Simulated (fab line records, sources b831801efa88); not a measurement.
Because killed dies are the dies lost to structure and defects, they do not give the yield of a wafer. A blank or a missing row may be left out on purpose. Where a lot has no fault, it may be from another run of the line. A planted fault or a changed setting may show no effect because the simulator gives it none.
8D (eight disciplines) problem report, filled in by code    flow gf180mcu    the parts of the form that need people (team, actions taken, sign-off) are left out

== 1. WHAT WENT WRONG ==
LVPWELL_RS at GF_VT_IMPLANT_RS_MEAS_48 reads a mean of 1220.8 ohm/sq on 6 wafers of 2 lots; wafers without a fault read 1197.1 ohm/sq with a standard deviation of 2.7. Measured from the usual mean, that is +8.8 standard deviations.
The step: measures by four-point-probe.
Seen first at day 10 06:18 on film-metro-02, wafer L420.1. The record has a number at this step for 39 wafers belonging to 13 lots. Rule for "out", or "out of limits": more than 4 standard deviations from the usual mean. The rest of the wafers with a number are treated as sound.

== 2. WHAT IT IS, AND WHAT IT ISN'T ==
question                     is                            is not
which readings at this step  LVPWELL_RS                    -
which lots                   L420, L423                    L411, L412, L413, L419, L426, L427, L428, L431, L432, L433, L434
which wafers of those lots   all that have a number        -
read on which gauges         film-metro-02, film-metro-03  film-metro-01
when                         from day 10 06:18             up to then (12 sound wafers); but 21 sound wafers of L426, L427, L428, L431, L432, L433, L434 came after

== 3. THE SUSPECTS, EACH WITH WHAT RULES IT OUT ==
Counting: a tool stays on the suspect list if, at a process step up to the reading, it processed all lots that are out and no sound lot following the first of them.
- ruled out: the gauge at GF_VT_IMPLANT_RS_MEAS_48. The wafers that are out were read on 2 gauges (film-metro-02, film-metro-03).
- implanter-02 at GF_LVPWELL_IMPLANT_08: kept. All lots that are out passed through it, beginning with L420 at day 6 02:14, and no sound lot followed; its final sound lot before that point was L419 at day 5 17:49. On those wafers its own readings are out: dose-ions-cm2.
Left after counting: implanter-02 at GF_LVPWELL_IMPLANT_08.

== 4. THE CAUSE (what the simulator had put in) ==
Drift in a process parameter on implanter-02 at GF_LVPWELL_IMPLANT_08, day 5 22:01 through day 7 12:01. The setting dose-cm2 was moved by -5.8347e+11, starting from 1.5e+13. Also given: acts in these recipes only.
The count eliminated every tool but this one.

== 5. SEQUENCE OF EFFECTS, ordered by route ==
Each row: a reading whose mean over the struck wafers that have a number lies more than 3 standard deviations from the usual. Only readings whose record carries a usual standard deviation are examined. hours: median over the lots of the time between each lot's start at the first step of this table that gives one and its start at this step. sigmas: the change, counted in usual standard deviations.
hours  step                      reading        usual          on struck wafers  change       sigmas
0      GF_LVPWELL_IMPLANT_08     dose-ions-cm2  1.5002e+13     1.4418e+13        -5.8400e+11  -39
101    GF_VT_IMPLANT_RS_MEAS_48  LVPWELL_RS     1197.1 ohm/sq  1220.8            +23.7        +8.8
Process steps it contains:
- GF_LVPWELL_IMPLANT_08
Later measuring or inspecting steps at which every struck wafer that the step has a row for has a number for every such reading, and none has moved that far: GF_POLY_GATE_THK_MEAS_17.

== 6. HOW IT WOULD HAVE BEEN CAUGHT EARLIER ==
Counted from the fault's start at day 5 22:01, it took 104 hours until the first out-of-limits reading at a measuring or inspecting step in this record, taken at day 10 06:18.
At GF_LVPWELL_IMPLANT_08, the tool's own readings (dose-ions-cm2) were out on each struck wafer the step has a row for, so an alarm limit on them would have fired on the first such wafer.
The start of GF_LVPWELL_IMPLANT_08 on implanter-02 came by day 10 06:18 for every one of the lots that are out (2). A hold on the tool at that time would have spared none of them.
